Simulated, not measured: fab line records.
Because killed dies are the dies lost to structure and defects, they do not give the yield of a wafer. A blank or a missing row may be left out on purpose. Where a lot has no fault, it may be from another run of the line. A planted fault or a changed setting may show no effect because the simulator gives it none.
A struck lot beside a sound one || flow sky130 || 22 out of 708 route steps
Sound: wafers L305.2, L305.3, L305.4. Wafers L316.1, L316.4, L316.5 were the ones struck. Last of all comes the cause.
Order at every step that has rows: each side's tool, ch and its chambers, its first start. Under that, the readings that differ: sound wafers || struck wafers || difference of the means || sigmas: that difference in standard deviations of wafers without a fault.
alike: same words and numbers on both sides, and readings whose means sit less than 2 such deviations apart. not compared: any withheld reading, any reading some wafer has no value for, any bound like >300 that may hide the same value, and any number with overlapping values for which the record gives no deviation.
The two part at a step that has a row with sigmas, a row that says differs or no value, or rows on one side only. Non-overlapping numbers with no deviation appear without sigmas and do not part them. Lack of a reading on every wafer of one side parts them only where that side has two or more wafers.

SKY_VIA4_RS_MEAS_19: measurement is done with a four-point probe.
  sound on film_metro-02, day 43 18:24; struck on film_metro-01, day 46 03:20
  alike: VIA4_W_RS
SKY_VIA4_THK_MEAS_20: measures by xrf.
  sound on film_metro-02, day 43 18:31; struck on film_metro-01, day 46 03:28
  alike: VIA4_W_THK
SKY_VIA4_CMP_21: polishes, stops on SiO2, t overpolish 25 s, target thk 0 nm.
  sound on cmp-02 ch 0,1,2, day 43 18:49; struck on cmp-02 ch 0,3, day 46 03:31
  alike: motor_current_A, overpolish_run_s, retaining_ring_pressure_frac, time_to_endpoint_s
SKY_METAL5_SPUTTER_00: material Ti, target thk 15 nm, time 10 s.
  sound on pvd_sputter-04, day 43 19:07; struck on pvd_sputter-02, day 46 03:49
  alike: throttle_valve_pct
SKY_METAL5_SPUTTER_01: material TiN, target thk 20 nm, time 16.7 s.
  sound on pvd_sputter-04, day 43 19:08; struck on pvd_sputter-02, day 46 03:51
  alike: throttle_valve_pct
then, 1 step without rows for these wafers: SKY_METAL5_SPUTTER_02 (material AlCu, target thk 1150 nm, time 61.2 s).
SKY_METAL5_SPUTTER_03: material Ti, target thk 5 nm, time 3.3 s.
  sound on pvd_sputter-04, day 43 19:13; struck on pvd_sputter-02, day 46 03:55
  alike: throttle_valve_pct
SKY_METAL5_SPUTTER_04: material TiN, target thk 70 nm, time 58.3 s.
  sound on pvd_sputter-04, day 43 19:14; struck on pvd_sputter-02, day 46 03:56
  alike: throttle_valve_pct
SKY_METAL5_RS_MEAS_05: measurement is done with a four-point probe.
  sound on film_metro-01, day 43 19:18; struck on film_metro-01, day 46 03:59
  alike: METAL5_ALCU_RS
SKY_METAL5_THK_MEAS_06: measures by xrf.
  sound on film_metro-01, day 43 19:25; struck on film_metro-01, day 46 04:07
  alike: METAL5_ALCU_THK
then, 2 steps without rows for these wafers: SKY_METAL5_DEHYDRATE_07 (time 60 s); SKY_METAL5_HMDS_08 (prime time 60 s).
SKY_METAL5_COAT_09: resist thk 1800 nm.
  sound on litho_track-01 ch 0, day 44 05:04; struck on litho_track-02 ch 0, day 46 14:31
{"reading": "model.NOVOLAK_of_METAL5_COAT_09.thk_nm (nm)", "sound": "1809 1804 1805", "struck": "1910 1903 1909", "difference": "+101", "sigmas": ""}
then, 4 steps without rows for these wafers: SKY_METAL5_SOFTBAKE_10 (time 60 s); SKY_METAL5_EXPOSE_11 (exposes mask MM5, target cd 1600 nm); SKY_METAL5_PEB_12; SKY_METAL5_DEVELOP_13 (develop time 60 s).
SKY_METAL5_DESCUM_14: chemistry O2, time 11 s.
  sound on rie_metal-03 ch 0,1, day 44 16:27; struck on rie_metal-03 ch 1, day 46 23:41
{"reading": "model.METAL5.cd_nm (nm)", "sound": "1600 1600 1601", "struck": "1610 1608 1611", "difference": "+9", "sigmas": ""}
  alike: drypump_motor_current_A, oes_product_au, rf_fwd_power_W
  not compared: rf_hours_counter_h
SKY_METAL5_METAL_ETCH_15: etches the open film in Cl2/BCl3, stops on SiO2, target depth 1260 nm, time 252 s.
  sound on rie_metal-03 ch 0,1, day 44 16:29; struck on rie_metal-03 ch 1, day 46 23:43
{"reading": "model.NOVOLAK_of_METAL5_COAT_09.thk_nm (nm)", "sound": "1034 1081 1037", "struck": "1139 1131 1143", "difference": "+87", "sigmas": ""}
  alike: drypump_motor_current_A, oes_product_au, rf_fwd_power_W, throttle_valve_pct
  not compared: rf_hours_counter_h
SKY_METAL5_STRIP_16: strips in O2/N2.
  sound on plasma_asher-03 ch 0,1, day 44 16:43; struck on plasma_asher-03 ch 1, day 46 23:57
{"reading": "strip_time_to_endpoint_s (s)", "sound": "13.05 13.58 13.10", "struck": "14.26 14.17 14.29", "difference": "+1.00", "sigmas": "+5"}
  alike: drypump_motor_current_A, n2_flow_sccm, oes_product_au
  not compared: rf_hours_counter_h
then, 1 step without rows for these wafers: SKY_METAL5_STRIP_17 (strips in post etch residue remover, time 1200 s).
SKY_PAD_OPEN_PROBE_99:
  the record has rows for the struck wafers here (prober-02, day 48 18:13) and none for the sound ones

WHERE THEY PART
First at SKY_METAL5_STRIP_16; last, within this record, at SKY_PAD_OPEN_PROBE_99.

WHY: what the simulator had put in
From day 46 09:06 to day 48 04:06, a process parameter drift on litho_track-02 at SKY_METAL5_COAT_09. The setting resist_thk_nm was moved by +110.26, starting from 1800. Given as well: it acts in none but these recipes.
